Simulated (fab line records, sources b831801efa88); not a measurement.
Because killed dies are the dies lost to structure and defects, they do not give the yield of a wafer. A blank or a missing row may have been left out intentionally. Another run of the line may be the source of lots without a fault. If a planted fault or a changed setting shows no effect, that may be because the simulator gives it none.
The same fault as seen by 2 desks | flow sfq-line | numbers are kept per desk, each desk with only its own; the story behind them comes last

== FROM THE METROLOGY DESK ==
Lot by lot, what the gauges showed, no matter which tool ran the lot: averages of those sampled wafers that carry a number. A lot is out of limits, marked OUT, if its mean lies more than 4 standard deviations from the usual mean; the brackets give that distance.
Columns: A = I0_BOW at SFQ_I0_BOW_MEAS_907, usual 2 um
lot  | first seen here | A
L727 | day 7 13:25     | 3
L728 | day 7 20:55     | -2
L730 | day 8 09:38     | -1
L731 | day 8 14:57     | 3
L732 | day 8 18:14     | -6
L733 | day 9 00:15     | -2
L734 | day 9 10:03     | -3
L735 | day 9 15:51     | 11
L740 | day 11 13:17    | 6
L741 | day 11 22:17    | 17
L742 | day 12 01:20    | 7
L744 | day 12 11:02    | -1
L745 | day 12 19:20    | 1
L750 | day 13 19:44    | 5
This desk found nothing out of limits on any of the 14 lots.

== DESK OF THE TOOL OWNER: rie-diel-03 ==
The tool's own readings at SFQ_TRILAYER_I0_VIA_ETCH_VIA_ETCH_034 (etches SiO2 in CHF3, stops on Nb, target depth 260 nm): means of the sampled wafers that have a number, for each lot that ran on this tool. A lot is out of limits, marked OUT, if its mean lies more than 4 standard deviations from the usual mean; the brackets give that distance.
Columns: A = bias-w at SFQ_TRILAYER_I0_VIA_ETCH_VIA_ETCH_034, usual 80.00 W; B = drypump-motor-current-A at SFQ_TRILAYER_I0_VIA_ETCH_VIA_ETCH_034, usual 5.66 A; C = oes-product-au at SFQ_TRILAYER_I0_VIA_ETCH_VIA_ETCH_034, usual 0.854 a.u.; D = rf-fwd-power-W at SFQ_TRILAYER_I0_VIA_ETCH_VIA_ETCH_034, usual 498.0 W
lot  | first seen here | A                | B    | C     | D
L731 | day 10 23:37    | 79.87            | 5.61 | 0.856 | 497.7
L732 | day 11 04:25    | 79.92            | 5.66 | 0.854 | 497.6
L734 | day 11 18:22    | 79.69            | 5.54 | 0.856 | 497.8
L735 | day 11 23:10    | 79.87            | 5.67 | 0.855 | 498.4
L740 | day 13 16:11    | 78.18 (-7.9) OUT | 5.66 | 0.856 | 498.0
L741 | day 14 04:11    | 77.77 (-9.7) OUT | 5.71 | 0.850 | 497.9
This desk's finding: out of limits on L740, L741; first on L740, day 13 16:11 (bias-w at SFQ_TRILAYER_I0_VIA_ETCH_VIA_ETCH_034). L731, L732, L734, L735 stayed within limits.

== ALL TOGETHER ==
The tool owner's desk had the chance to raise an alarm at day 13 16:11 on L740, L741.
From the metrology desk's view, nothing was out of limits.
The metrology desk holds a record of L740, L741, inside its limits.
On rie-diel-03, each named lot ran SFQ_TRILAYER_I0_VIA_ETCH_VIA_ETCH_034.

== WHAT THE SIMULATOR HAD PUT IN ==
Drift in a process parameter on rie-diel-03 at SFQ_TRILAYER_I0_VIA_ETCH_VIA_ETCH_034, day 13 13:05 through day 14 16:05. The setting bias-w was moved by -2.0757, starting from 80. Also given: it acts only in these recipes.
Struck lots among those shown: L740, L741.
Each desk's first reading out of limits, in hours after the fault started: the tool owner's desk, 3.
